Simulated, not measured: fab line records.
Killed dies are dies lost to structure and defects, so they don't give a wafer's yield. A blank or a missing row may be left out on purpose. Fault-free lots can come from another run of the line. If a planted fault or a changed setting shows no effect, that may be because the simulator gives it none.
Matching of chambers -- flow sfq line -- SFQ_TRILAYER_I4_CMP_CMP_100 on cmp-02 has 4 sister chambers
The step polishes SiO2. 4 wafers are shown with their chamber, then 8 later ones without.

EACH WAFER AND ITS CHAMBER
wafer,chamber,motor current A (A)
L665.6,3,11.0
L667.4,2,11.6
L667.5,0,10.2
L667.6,1,10.3

WAFERS WITH NO CHAMBER GIVEN
wafer,motor current A (A)
L668.1,11.8
L668.3,10.6
L668.5,10.1
L671.1,10.6
L671.5,11.1
L671.6,9.7
L679.3,11.1
L679.5,11.3

EACH ONE'S CHAMBER
wafer,from the rows above,in truth
L668.1,2,2
L668.3,can't be placed: 1 or 0 or 3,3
L668.5,can't be placed: 0 or 1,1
L671.1,can't be placed: 1 or 0 or 3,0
L671.5,can't be placed: 3 or 2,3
L671.6,can't be placed: 0 or 1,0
L679.3,can't be placed: 3 or 2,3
L679.5,can't be placed: 2 or 3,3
Correct placement for 1 of the 8. Not placeable from these rows: 7 (in 7, the candidates include the true chamber). Number placed wrongly: 0.
How it was worked out, from the rows above alone: a wafer's distance from a chamber is the root of the sum, over the readings, of the square of ((its reading less the chamber's mean) divided by the reading's scatter). If the next closest chamber is less than 2 further off than the closest, the wafer can't be placed; otherwise it belongs to the closest. For every chamber, the mean is computed from those of its wafers that are shown. The scatter: root of mean squared gap, hidden wafer to nearest shown wafer, with one shown wafer a chamber.
